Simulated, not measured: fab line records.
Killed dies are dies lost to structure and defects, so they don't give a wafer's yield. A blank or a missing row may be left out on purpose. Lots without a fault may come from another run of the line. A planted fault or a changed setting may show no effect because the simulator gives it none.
Which tool did it? | flow gf180mcu | 11 lots, 33 wafers sampled, at 6 steps of a route of 602

== WHAT THE GAUGES SHOWED, per wafer ==
GF_V3_OVL_MEAS_15. Usual: V3_OVL typically reads -1 nm, with standard deviation 4.9.
lot  | measured     | on         | V3_OVL (nm) | flag
L282 | day 23 04:38 | overlay-02 | 2 1 0       | 
L284 | day 23 22:05 | overlay-01 | 5 -2 -5     | 
L285 | day 24 07:02 | overlay-02 | -6 3 0      | 
L287 | day 25 06:20 | overlay-02 | -8 -1 -3    | 
L289 | day 25 13:35 | overlay-02 | -3 -5 1     | 
L290 | day 26 01:38 | overlay-01 | 0 -4 -3     | 
L295 | day 27 06:53 | overlay-01 | 3 4 0       | 
L296 | day 27 10:53 | overlay-02 | 0 -2 -6     | 
L297 | day 27 18:05 | overlay-02 | 8 4 1       | 
L298 | day 28 07:03 | overlay-02 | -1 0 -4     | 
L301 | day 29 00:09 | overlay-01 | -1 2 2      | 

GF_M4_RS_MEAS_05: a four-point-probe measurement. Usual: M4_ALCU_RS typically reads 0.0692 ohm/sq, with standard deviation 0.00066.
lot  | measured     | on           | M4_ALCU_RS (ohm/sq)  | flag
L282 | day 23 06:16 | filmMetro-03 | 0.0690 0.0693 0.0684 | 
L284 | day 23 23:43 | filmMetro-04 | 0.0681 0.0685 0.0686 | 
L285 | day 24 08:40 | filmMetro-03 | 0.0697 0.0696 0.0693 | 
L287 | day 25 07:59 | filmMetro-02 | 0.0692 0.0698 0.0696 | 
L289 | day 25 15:12 | filmMetro-02 | 0.0701 0.0699 0.0699 | 
L290 | day 26 03:29 | filmMetro-04 | 0.0617 0.0615 0.0614 | OFF
L295 | day 27 08:31 | filmMetro-04 | 0.0619 0.0615 0.0623 | OFF
L296 | day 27 12:32 | filmMetro-04 | 0.0618 0.0611 0.0614 | OFF
L297 | day 27 19:45 | filmMetro-04 | 0.0700 0.0701 0.0692 | 
L298 | day 28 08:41 | filmMetro-04 | 0.0702 0.0699 0.0700 | 
L301 | day 29 01:47 | filmMetro-02 | 0.0683 0.0687 0.0685 | 

GF_M4_THK_MEAS_06: measures by xrf. Usual: M4_ALCU_THK typically reads 449 nm, with standard deviation 4.6.
lot  | measured     | on           | M4_ALCU_THK (nm) | flag
L282 | day 23 06:23 | filmMetro-03 | 450 451 457      | 
L284 | day 23 23:50 | filmMetro-04 | 456 452 454      | 
L285 | day 24 08:47 | filmMetro-03 | 444 443 445      | 
L287 | day 25 08:06 | filmMetro-02 | 449 442 445      | 
L289 | day 25 15:19 | filmMetro-02 | 443 441 446      | 
L290 | day 26 03:37 | filmMetro-04 | 503 504 503      | OFF
L295 | day 27 08:38 | filmMetro-04 | 503 505 502      | OFF
L296 | day 27 12:39 | filmMetro-04 | 502 508 505      | OFF
L297 | day 27 19:52 | filmMetro-04 | 442 443 450      | 
L298 | day 28 08:47 | filmMetro-04 | 444 444 443      | 
L301 | day 29 01:53 | filmMetro-02 | 452 452 450      | 

== EACH LOT AND THE TOOL THAT RAN IT (in order: tool; ch and the chambers of the sampled wafers; start) ==
lot  | GF_V3_CVD_02                    | GF_M4_SPUTTER_00            | GF_M4_SPUTTER_02
L282 | pecvd-01 ch 1,2, day 22 05:02   | pvdSputter-03, day 23 06:02 | pvdSputter-03, day 23 06:10
L284 | pecvd-02 ch 0,1, day 22 23:23   | pvdSputter-03, day 23 23:29 | pvdSputter-03, day 23 23:37
L285 | pecvd-01 ch 0,1,2, day 23 08:58 | pvdSputter-02, day 24 08:26 | pvdSputter-02, day 24 08:34
L287 | pecvd-01 ch 1,2, day 24 08:03   | pvdSputter-03, day 25 07:46 | pvdSputter-03, day 25 07:53
L289 | pecvd-02 ch 0,1, day 24 15:04   | pvdSputter-03, day 25 14:59 | pvdSputter-03, day 25 15:07
L290 | pecvd-04 ch 1,2, day 25 03:52   | pvdSputter-03, day 26 03:16 | pvdSputter-03, day 26 03:24
L295 | pecvd-01 ch 0,1,2, day 26 10:00 | pvdSputter-03, day 27 08:17 | pvdSputter-03, day 27 08:25
L296 | pecvd-04 ch 1,2, day 26 13:55   | pvdSputter-03, day 27 12:19 | pvdSputter-03, day 27 12:26
L297 | pecvd-01 ch 1,2, day 26 20:41   | pvdSputter-02, day 27 19:31 | pvdSputter-02, day 27 19:38
L298 | pecvd-01 ch 0,2, day 27 09:37   | pvdSputter-02, day 28 08:26 | pvdSputter-02, day 28 08:34
L301 | pecvd-01 ch 1,2, day 28 04:00   | pvdSputter-01, day 29 01:32 | pvdSputter-01, day 29 01:40
- GF_V3_CVD_02: deposits SiO2 from TEOS, target thk 850 nm, time 94.851 s.
- GF_M4_SPUTTER_00: material Ti, target thk 37.5 nm, time 150 s.
- GF_M4_SPUTTER_02: material AlCu, target thk 450 nm, time 23.9 s.

== WHAT THE TOOLS THEMSELVES READ (means of the sampled wafers that have a number; where no wafer has one, the mark that the record gives instead) ==
GF_V3_CVD_02. Usual: heaterPowerW reads 661 W (standard deviation 86).
lot  | tool     | heaterPowerW (W) | flag
L282 | pecvd-01 | 630              | 
L284 | pecvd-02 | 715              | 
L285 | pecvd-01 | 659              | 
L287 | pecvd-01 | 654              | 
L289 | pecvd-02 | 636              | 
L290 | pecvd-04 | 718              | 
L295 | pecvd-01 | 668              | 
L296 | pecvd-04 | 625              | 
L297 | pecvd-01 | 683              | 
L298 | pecvd-01 | 678              | 
L301 | pecvd-01 | 655              | 

GF_M4_SPUTTER_00. Usual: cathodeDcPowerW 4000.0 W, standard deviation 0.73; throttleValvePct 29.6 %, standard deviation 0.97.
lot  | tool          | cathodeDcPowerW (W) | throttleValvePct (%) | flag
L282 | pvdSputter-03 | 4001.0              | 30.0                 | 
L284 | pvdSputter-03 | 4000.1              | 29.8                 | 
L285 | pvdSputter-02 | 4000.1              | 28.8                 | 
L287 | pvdSputter-03 | 4000.0              | 29.9                 | 
L289 | pvdSputter-03 | 3999.8              | 30.0                 | 
L290 | pvdSputter-03 | 4000.3              | 29.5                 | 
L295 | pvdSputter-03 | 4000.4              | 29.8                 | 
L296 | pvdSputter-03 | 3999.8              | 30.1                 | 
L297 | pvdSputter-02 | 4000.3              | 29.5                 | 
L298 | pvdSputter-02 | 4000.5              | 28.9                 | 
L301 | pvdSputter-01 | 3999.4              | 30.6                 | 

GF_M4_SPUTTER_02. Usual: cathodeDcPowerW 10600 W, standard deviation 2.1; throttleValvePct 29.6 %, standard deviation 0.93.
lot  | tool          | cathodeDcPowerW (W) | throttleValvePct (%) | flag
L282 | pvdSputter-03 | 10601               | 29.9                 | 
L284 | pvdSputter-03 | 10600               | 29.8                 | 
L285 | pvdSputter-02 | 10601               | 28.8                 | 
L287 | pvdSputter-03 | 10602               | 30.0                 | 
L289 | pvdSputter-03 | 10600               | 29.9                 | 
L290 | pvdSputter-03 | 11924               | 29.5                 | OFF
L295 | pvdSputter-03 | 11927               | 29.8                 | OFF
L296 | pvdSputter-03 | 11925               | 30.3                 | OFF
L297 | pvdSputter-02 | 10600               | 29.5                 | 
L298 | pvdSputter-02 | 10600               | 28.7                 | 
L301 | pvdSputter-01 | 10599               | 30.6                 | 

== THE ANSWER, worked out from the rows above alone ==
Rule: take the mean of a lot's wafers that have a number; if it is more than 3 standard deviations from the usual mean, the lot is off. Also off: a lot with no number at a reading for which 4 or more lots have one. All remaining lots with rows at the step are treated as sound. Order of review: gauges by route order, followed by the tools' own readings, for which a lot's mean as printed above is used. The first step at which some lot is off is used, and at that step the reading that is off furthest; a lot without a number counts as furthest.
Off: at GF_M4_RS_MEAS_05 (M4_ALCU_RS), L290, L295, L296.
A tool fits if, at a process step before that reading, it ran every lot that is off, and no sound lot after the first of them. The gauges at GF_M4_RS_MEAS_05 aren't tried: what is off there is off at GF_M4_SPUTTER_02 too, on other tools, and a gauge's error can't cause that. One fits: pvdSputter-03 at GF_M4_SPUTTER_00 and GF_M4_SPUTTER_02. At GF_M4_SPUTTER_00 its last sound lot is L289 (day 25 14:59), its first lot that is off L290 (day 26 03:16): a fault that began between those two fits.

== WHAT THE SIMULATOR HAD PUT IN ==
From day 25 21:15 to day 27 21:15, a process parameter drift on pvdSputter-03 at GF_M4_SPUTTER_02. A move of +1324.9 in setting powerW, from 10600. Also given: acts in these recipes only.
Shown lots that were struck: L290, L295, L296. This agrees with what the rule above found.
